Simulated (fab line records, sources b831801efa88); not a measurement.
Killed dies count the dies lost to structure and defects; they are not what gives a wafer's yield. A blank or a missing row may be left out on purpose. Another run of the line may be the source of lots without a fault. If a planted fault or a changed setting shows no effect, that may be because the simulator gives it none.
Problem report, 8D (eight disciplines) form, completed by code | flow sky130 | the parts of the form that need people (team, actions taken, sign-off) are left out

== 1. WHAT IS WRONG ==
Wafers without a fault read 150.00, standard deviation 0.029; ramp up c per s at SKY_SD_N_RTA_14 reads a mean of 45.00 on 6 wafers belonging to 2 lots. That is -99 or more standard deviations from the usual mean.
The step: time 2 s.
Seen first at day 30 10:11 on rtp anneal-01, wafer L834.1. The record has a number at this step for 42 wafers belonging to 14 lots. Rule for "out", or "out of limits": more than 4 standard deviations from the usual mean. The rest of the wafers with a number are treated as sound.

== 2. WHAT THIS IS AND IS NOT ==
question                    | is                     | is not
which readings at this step | ramp up c per s        | lamp power pct, wafer_temp_C_max
which lots                  | L834, L836             | L827, L828, L829, L842, L843, L844, L845, L846, L847, L848, L849, L850
which wafers of those lots  | all that have a number | -
read on which tools         | rtp anneal-01          | rtp anneal-02
when                        | from day 30 10:11      | up to then (9 sound wafers); but 27 sound wafers of L842, L843, L844, L845, L846, L847, L848, L849, L850 came after

== 3. WHAT RULES OUT EACH SUSPECT ==
Counting: any tool at a process step up to the reading is kept as a suspect provided that every lot that is out went through it and no sound lot did after the first of them.
- rtp anneal-01 at SKY_SD_N_RTA_14 (time 2 s): ruled out as a lasting fault. The sound lots L845, L846, L848, L850 went through it after L834, its earliest lot that is out (day 30 10:11).
Left after counting: nothing in the record.

== 4. THE CAUSE (what the simulator had put in) ==
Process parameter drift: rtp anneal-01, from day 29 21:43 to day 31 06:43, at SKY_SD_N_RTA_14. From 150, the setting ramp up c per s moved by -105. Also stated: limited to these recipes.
Counting ruled it out, wrongly.

== 5. THE EFFECT CHAIN, in route order ==
Rows list readings where the struck wafers' mean (over those with a number) sits beyond 3 standard deviations from the usual. Only readings for which the record gives a usual standard deviation are gone through. hours: the time from each lot's start at the first step in this table that gives one to its start at this step, as a median over the lots. sigmas: the change in usual standard deviations.
hours | step            | reading         | usual  | on struck wafers | change  | sigmas
0     | SKY_SD_N_RTA_14 | ramp up c per s | 150.00 | 45.00            | -105.00 | -99 or more
The process steps in it:
- SKY_SD_N_RTA_14: time 2 s.

== 6. WHAT WOULD HAVE CAUGHT IT SOONER ==
In this record no reading fell out of limits until day 30 10:11, 12 hours after the fault had begun at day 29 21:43.
